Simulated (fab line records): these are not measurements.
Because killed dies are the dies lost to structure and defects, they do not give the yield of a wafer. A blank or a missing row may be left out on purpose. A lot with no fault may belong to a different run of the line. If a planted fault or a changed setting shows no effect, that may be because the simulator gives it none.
Which tool was responsible? / flow sky130 / 18 wafers from 6 lots sampled at 4 of the route's 708 steps

== WHAT THE GAUGES READ, wafer by wafer ==
SKY_VT_ADJUST_HVTP_TW_MEAS_11.
lot=L992; measured=day 6 16:25; on=filmMetro-04; VT_ADJUST_HVTP_TW=1381 1369 1379
lot=L994; measured=day 7 12:02; on=filmMetro-01; VT_ADJUST_HVTP_TW=1368 1362 1356
lot=L996; measured=day 7 21:01; on=filmMetro-01; VT_ADJUST_HVTP_TW=1364 1366 1365
lot=L998; measured=day 8 09:16; on=filmMetro-01; VT_ADJUST_HVTP_TW=1363 1367 1361
lot=L101; measured=day 9 02:08; on=filmMetro-02; VT_ADJUST_HVTP_TW=30 30 30
lot=L111; measured=day 11 17:42; on=filmMetro-02; VT_ADJUST_HVTP_TW=1366 1370 1368

== TOOL THAT RAN EACH LOT (tool first, then ch and the chambers of the sampled wafers, then the start) ==
lot=L992; SKY_FIELD_ISO_ETCH_14=rieDiel-02 ch 0,1, day 2 19:46; SKY_NWELL_STRIP_25=plasmaAsher-01 ch 0,1, day 5 22:02; SKY_VT_ADJUST_HVTP_STRIP_10=plasmaAsher-03 ch 0,1, day 6 16:19
lot=L994; SKY_FIELD_ISO_ETCH_14=rieDiel-03 ch 2,3, day 3 11:11; SKY_NWELL_STRIP_25=plasmaAsher-04 ch 1, day 6 15:55; SKY_VT_ADJUST_HVTP_STRIP_10=plasmaAsher-04 ch 0,1, day 7 11:56
lot=L996; SKY_FIELD_ISO_ETCH_14=rieDiel-01 ch 1,2,3, day 3 17:19; SKY_NWELL_STRIP_25=plasmaAsher-01 ch 0,1, day 7 00:35; SKY_VT_ADJUST_HVTP_STRIP_10=plasmaAsher-03 ch 0,1, day 7 20:55
lot=L998; SKY_FIELD_ISO_ETCH_14=rieDiel-03 ch 0,1,3, day 4 03:22; SKY_NWELL_STRIP_25=plasmaAsher-02 ch 0,1, day 7 12:10; SKY_VT_ADJUST_HVTP_STRIP_10=plasmaAsher-03 ch 0,1, day 8 09:09
lot=L101; SKY_FIELD_ISO_ETCH_14=rieDiel-01 ch 0,2, day 4 18:35; SKY_NWELL_STRIP_25=plasmaAsher-04 ch 0,1, day 8 04:19; SKY_VT_ADJUST_HVTP_STRIP_10=plasmaAsher-04 ch 0,1, day 9 02:02
lot=L111; SKY_FIELD_ISO_ETCH_14=rieDiel-02 ch 0,2,3, day 6 23:02; SKY_NWELL_STRIP_25=plasmaAsher-04 ch 0,1, day 10 17:59; SKY_VT_ADJUST_HVTP_STRIP_10=plasmaAsher-02 ch 0,1, day 11 17:35
- SKY_FIELD_ISO_ETCH_14: etches BARC in N2/H2, stops on SiO2, time 45.9 s, target depth 60 nm.
- SKY_NWELL_STRIP_25: strips in O2/N2.
- SKY_VT_ADJUST_HVTP_STRIP_10: strips in O2/N2.

== THE ANSWER, worked out from the rows above alone ==
Rule: the lots themselves supply what counts as usual. The widest of any qualifying gaps counts: lots, ordered by their means at a reading, are off when they make up no more than a third of the lots, leave a main group of 4 or more, and stand apart from it by 3 or more times the standard deviation of that group's means. A main group is skipped when, at the precision printed for the reading in the tables above, its means are all equal. Also off: a lot with no number at a reading for which 4 or more lots have one. The other lots that the step has rows for count as sound.
Off: L101, at SKY_VT_ADJUST_HVTP_TW_MEAS_11 (VT_ADJUST_HVTP_TW). The main group has a mean of 1367 with a standard deviation of 5.1.
A tool fits if, at a process step before that reading, it ran every lot that is off, and no sound lot after the first of them. Those tools and the gauges at SKY_VT_ADJUST_HVTP_TW_MEAS_11 are tried in the same way. 2 tools fit, rieDiel-01 at SKY_FIELD_ISO_ETCH_14 and plasmaAsher-04 at SKY_VT_ADJUST_HVTP_STRIP_10, so this cannot tell which one it is.

== WHAT THE SIMULATOR HAD INSERTED ==
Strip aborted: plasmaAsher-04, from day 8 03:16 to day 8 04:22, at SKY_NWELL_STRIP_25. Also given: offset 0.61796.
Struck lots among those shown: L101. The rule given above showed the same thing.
